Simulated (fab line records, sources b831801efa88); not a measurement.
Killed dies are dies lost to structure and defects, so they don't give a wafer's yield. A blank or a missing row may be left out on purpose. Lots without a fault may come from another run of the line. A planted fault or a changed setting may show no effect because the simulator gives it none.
Problem report in the 8D (eight disciplines) form, filled by code | flow sky130 | the parts of the form that need people (team, actions taken, sign-off) are left out

1. THE PROBLEM
overpolish_run_s at SKY_FIELD_ISO_CMP_27 reads a mean of 10.908 s on 2 wafers of 2 lots; wafers without a fault read 16.001 s with a standard deviation of 0.0086. That is -99 or more standard deviations from the usual mean.
The step: polishes, stops on Si3N4, t overpolish 16 s, target thk 457.8 nm.
First seen on wafer L315.1, day 3 19:31, on cmp-01. The record holds 18 wafers of 6 lots with a number at this step. Rule for "out", or "out of limits": more than 4 standard deviations from the usual mean. The other wafers with a number count as sound.

2. WHAT IT IS AND WHAT IT IS NOT
question                    | is               | is not
which readings at this step | overpolish_run_s | motor_current_A, time_to_endpoint_s
which lots                  | L315, L316       | L313, L314, L325, L330
which wafers of those lots  | L315.1, L316.4   | L315.3, L315.4, L316.3, L316.6
read on which tools         | cmp-01           | cmp-02
when                        | from day 3 19:31 | up to then (8 sound wafers); but 8 sound wafers of L316, L325, L330 came after

3. SUSPECTS, AND WHAT RULES EACH OUT
Counting: a tool at a process step up to the reading stays a suspect if it ran every lot that is out. Sound lots after the first of them don't rule it out here, since some wafers of a struck lot are sound.
- plasma_asher-03 at SKY_FIELD_ISO_STRIP_16 (strips in O2/N2): kept. It ran every lot that is out, first L315 (day 3 13:48).
- cmp-01 at SKY_FIELD_ISO_CMP_27 (polishes, stops on Si3N4, t overpolish 16 s, target thk 457.8 nm): kept. It ran every lot that is out, first L315 (day 3 19:31); its last sound lot up to then is L314 (day 3 12:03). Its own readings are out on those wafers: overpolish_run_s.
- Within cmp-01 at SKY_FIELD_ISO_CMP_27: the wafers that are out ran in chamber 2; their sound lot-mates ran in chambers 0, 1, 3.
Left after counting: plasma_asher-03 at SKY_FIELD_ISO_STRIP_16, cmp-01 at SKY_FIELD_ISO_CMP_27.

4. THE CAUSE (what the simulator had put in)
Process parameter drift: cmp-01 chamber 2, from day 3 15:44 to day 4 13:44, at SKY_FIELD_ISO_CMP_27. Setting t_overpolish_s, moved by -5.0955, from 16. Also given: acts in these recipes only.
Counting left 2 suspects, and this tool is among them.

5. THE CHAIN OF EFFECTS, in route order
Each row: a reading whose mean over the struck wafers that have a number lies more than 3 standard deviations from the usual. Only readings for which the record gives a usual standard deviation are gone through. hours: the time from each lot's start at the first step in this table that gives one to its start at this step, as a median over the lots. sigmas: the change in usual standard deviations.
hours | step                 | reading          | usual    | on struck wafers | change | sigmas
0     | SKY_FIELD_ISO_CMP_27 | overpolish_run_s | 16.001 s | 10.908           | -5.093 | -99 or more
The process steps in it:
- SKY_FIELD_ISO_CMP_27: polishes, stops on Si3N4, t overpolish 16 s, target thk 457.8 nm.

6. WHAT WOULD HAVE CAUGHT IT SOONER
In this record the first reading out of limits was taken at day 3 19:31, 4 hours after the fault began at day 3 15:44.
